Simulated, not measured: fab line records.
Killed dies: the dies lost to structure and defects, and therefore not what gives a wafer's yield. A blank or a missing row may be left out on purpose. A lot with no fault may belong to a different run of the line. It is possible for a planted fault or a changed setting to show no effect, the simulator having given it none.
Which tool did it? | flow gf180mcu | 12 lots, 35 wafers sampled, at 4 steps of a route of 602

== WHAT THE GAUGES READ, wafer by wafer ==
GF_PSD_RS_MEAS_14: the measuring method here is four-point-probe.
lot  | measured     | on            | NSD_RS (ohm/sq)
L100 | day 14 18:24 | film_metro-04 | 46.11 46.11 46.07
L101 | day 15 05:36 | film_metro-02 | 46.20 46.06 46.14
L102 | day 15 14:34 | film_metro-04 | 46.09 46.06 46.08
L103 | day 15 20:41 | film_metro-03 | 46.03 46.03 46.06
L104 | day 16 09:49 | film_metro-03 | 44.34 46.16 46.09
L105 | day 17 05:41 | film_metro-02 | 44.49 46.08
L116 | day 20 11:53 | film_metro-02 | 46.10 46.19 46.08
L117 | day 20 19:06 | film_metro-04 | 45.96 45.93 46.07
L118 | day 21 02:55 | film_metro-03 | 45.98 46.01 45.99
L120 | day 21 21:10 | film_metro-04 | 46.05 46.10 46.02
L121 | day 22 04:44 | film_metro-02 | 45.96 45.97 46.05
L122 | day 22 09:35 | film_metro-02 | 46.23 46.14 46.18

GF_PSD_RS_MEAS_15: the measuring method here is four-point-probe.
lot  | measured     | on            | PSD_RS (ohm/sq)
L100 | day 14 18:31 | film_metro-04 | 108.40 108.48 108.33
L101 | day 15 05:43 | film_metro-02 | 108.57 108.68 108.56
L102 | day 15 14:41 | film_metro-04 | 108.34 108.19 108.11
L103 | day 15 20:48 | film_metro-03 | 108.20 108.37 108.21
L104 | day 16 09:56 | film_metro-03 | 104.54 108.31 108.45
L105 | day 17 05:48 | film_metro-02 | 104.75 108.32
L116 | day 20 12:01 | film_metro-02 | 108.31 108.53 108.48
L117 | day 20 19:13 | film_metro-04 | 108.08 107.85 108.12
L118 | day 21 03:02 | film_metro-03 | 107.86 108.09 107.92
L120 | day 21 21:17 | film_metro-04 | 108.20 108.35 108.13
L121 | day 22 04:52 | film_metro-02 | 107.93 108.26 108.28
L122 | day 22 09:42 | film_metro-02 | 108.62 108.17 108.10

GF_M1_RS_MEAS_05: the measuring method here is four-point-probe.
lot  | measured     | on            | M1_ALCU_RS (ohm/sq)
L100 | day 16 16:44 | film_metro-04 | 0.0696 0.0701 0.0699
L101 | day 17 05:04 | film_metro-03 | 0.0695 0.0692 0.0695
L102 | day 17 14:06 | film_metro-03 | 0.0700 0.0700 0.0704
L103 | day 17 21:20 | film_metro-02 | 0.0700 0.0701 0.0694
L104 | day 18 11:10 | film_metro-02 | 0.0702 0.0705 0.0695
L105 | day 19 08:40 | film_metro-04 | 0.0695 0.0698
L116 | day 22 15:07 | film_metro-02 | 0.0693 0.0698 0.0684
L117 | day 22 23:19 | film_metro-03 | 0.0687 0.0687 0.0691
L118 | day 23 04:21 | film_metro-04 | 0.0690 0.0690 0.0696
L120 | day 23 22:55 | film_metro-04 | 0.0700 0.0697 0.0694
L121 | day 24 06:04 | film_metro-03 | 0.0705 0.0688 0.0689
L122 | day 24 10:52 | film_metro-02 | 0.0693 0.0680 0.0683

== WHAT TOOL EACH LOT RAN ON (gives the tool, then ch and the chambers of the sampled wafers, and finally the start) ==
lot  | GF_PSD_RTA_13
L100 | rtp_anneal-02 ch 0, day 14 18:19
L101 | rtp_anneal-01 ch 0, day 15 05:30
L102 | rtp_anneal-01 ch 0, day 15 14:28
L103 | rtp_anneal-01 ch 0, day 15 20:35
L104 | rtp_anneal-01 ch 0, day 16 09:44
L105 | rtp_anneal-01 ch 0, day 17 05:36
L116 | rtp_anneal-01 ch 0, day 20 11:49
L117 | rtp_anneal-01 ch 0, day 20 19:01
L118 | rtp_anneal-01 ch 0, day 21 02:49
L120 | rtp_anneal-02 ch 0, day 21 21:05
L121 | rtp_anneal-02 ch 0, day 22 04:39
L122 | rtp_anneal-01 ch 0, day 22 09:30
- GF_PSD_RTA_13: time 20 s.

== WHAT THE TOOLS THEMSELVES READ (means of the sampled wafers that have a number; where no wafer has one, the mark that the record gives instead) ==
GF_PSD_RTA_13.
lot  | tool          | lamp_power_pct (%) | run_length_s (s) | wafer_temp_C_max
L100 | rtp_anneal-02 | 31.7               | 48.8             | 1032.5
L101 | rtp_anneal-01 | 27.9               | 48.4             | 1032.1
L102 | rtp_anneal-01 | 27.8               | 48.4             | 1031.4
L103 | rtp_anneal-01 | 27.9               | 48.4             | 1032.6
L104 | rtp_anneal-01 | 27.9               | 51.0             | 1031.7
L105 | rtp_anneal-01 | 27.9               | 52.4             | 1031.7
L116 | rtp_anneal-01 | 27.9               | 48.3             | 1032.1
L117 | rtp_anneal-01 | 27.9               | 48.5             | 1032.2
L118 | rtp_anneal-01 | 27.8               | 48.4             | 1031.6
L120 | rtp_anneal-02 | 31.7               | 48.9             | 1030.8
L121 | rtp_anneal-02 | 31.7               | 48.8             | 1031.5
L122 | rtp_anneal-01 | 27.8               | 48.3             | 1031.6

== THE ANSWER, worked out from the rows above alone ==
Rule: the usual values come from the lots themselves. Put in order of their means at a reading, lots are off if they are a third of the lots or fewer, leave a main group of 4 or more, and stand apart from it by a gap of 3 or more times the standard deviation of the main group's means; of several such gaps the widest counts. A main group whose means are all the same, to the digits that the tables above print for the reading, isn't used. Also off: a lot with no number at a reading for which 4 or more lots have one. The other lots that the step has rows for count as sound. After the gauges, taken in route order, come the tools' own readings; for these a lot's mean is taken, as printed above. At the first step where some lot is off, the reading lying furthest off is the one used; lots without a number count as furthest.
Off: L104, L105, at GF_PSD_RS_MEAS_14 (NSD_RS). The main group has a mean of 46.07 ohm/sq with a standard deviation of 0.063.
If a tool, at a process step before that reading, ran all the lots that are off and no sound lot after the first of them, it fits. Not tried: the gauges at GF_PSD_RS_MEAS_14; whatever is off there is also off at GF_PSD_RTA_13, on other tools, and gauge error can't account for it. Of those tried, none fits.

== WHAT HAD BEEN PUT IN BY THE SIMULATOR ==
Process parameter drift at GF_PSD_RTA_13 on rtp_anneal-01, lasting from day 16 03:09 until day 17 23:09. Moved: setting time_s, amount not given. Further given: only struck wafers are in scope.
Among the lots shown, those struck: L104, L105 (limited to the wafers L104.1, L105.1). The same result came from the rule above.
